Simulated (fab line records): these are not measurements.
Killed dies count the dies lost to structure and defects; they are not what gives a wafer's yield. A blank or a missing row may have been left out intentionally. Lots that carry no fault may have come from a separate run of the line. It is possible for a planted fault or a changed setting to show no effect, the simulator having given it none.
Struck lot and sound lot, side by side | flow sky130 | 14 steps out of a route of 708
Sound: these wafers, L219.1, L219.2, L219.4. Wafers struck: L233.2, L233.4, L233.5. The cause comes at the end.
For every step that has rows: the tool of each side, followed by ch and its chambers, followed by its first start. Under that, the readings that differ: sound wafers | struck wafers | difference of the means | sigmas: that difference in standard deviations of wafers without a fault.
alike: a reading whose means differ by less than 2 such deviations, as well as words and numbers matching on both sides. not compared: withheld readings; readings where some wafer has no value; bounds like >300 that might hide an equal value; numbers whose values overlap and for which the record gives no deviation.
Wherever a step has rows on one side only, a row that says differs or no value, or a row with sigmas, the two part there. Numbers that have no deviation but don't overlap get no sigmas and don't part them. A reading that every wafer of one side lacks parts them only if that side has two wafers or more.

first, 7 steps without rows for these wafers: SKY_LDD_N_DEHYDRATE_00 (time 60 s); SKY_LDD_N_HMDS_01 (prime time 60 s); SKY_LDD_N_COAT_02 (resist thk 300 nm); SKY_LDD_N_SOFTBAKE_03 (time 60 s); SKY_LDD_N_EXPOSE_04 (exposes mask NTM, target cd 840 nm); SKY_LDD_N_PEB_05; SKY_LDD_N_DEVELOP_06 (develop time 60 s).
SKY_LDD_N_OVL_MEAS_07:
  struck on overlay-02, day 24 05:45; sound on overlay-01, day 18 00:21
  alike: LDD_N_OVL
then, 4 steps without rows for these wafers: SKY_LDD_N_IMPLANT_08; SKY_LDD_N_IMPLANT_09; SKY_LDD_N_IMPLANT_10; SKY_LDD_N_IMPLANT_11.
SKY_LDD_N_IMPLANT_12:
  struck on implanter-02, day 24 06:25; sound on implanter-02 ch 0, day 18 00:59
  no value came back on the struck wafers for beam-energy-keV, beam-on-s (s); on the sound wafers beam-energy-keV reads 49.990 49.996 49.993
next, for these wafers, 1 step has no rows: SKY_LDD_N_IMPLANT_13.

== WHERE THEY PART ==
Within this record, at SKY_LDD_N_IMPLANT_12 only.

WHY: what had been put in by the simulator
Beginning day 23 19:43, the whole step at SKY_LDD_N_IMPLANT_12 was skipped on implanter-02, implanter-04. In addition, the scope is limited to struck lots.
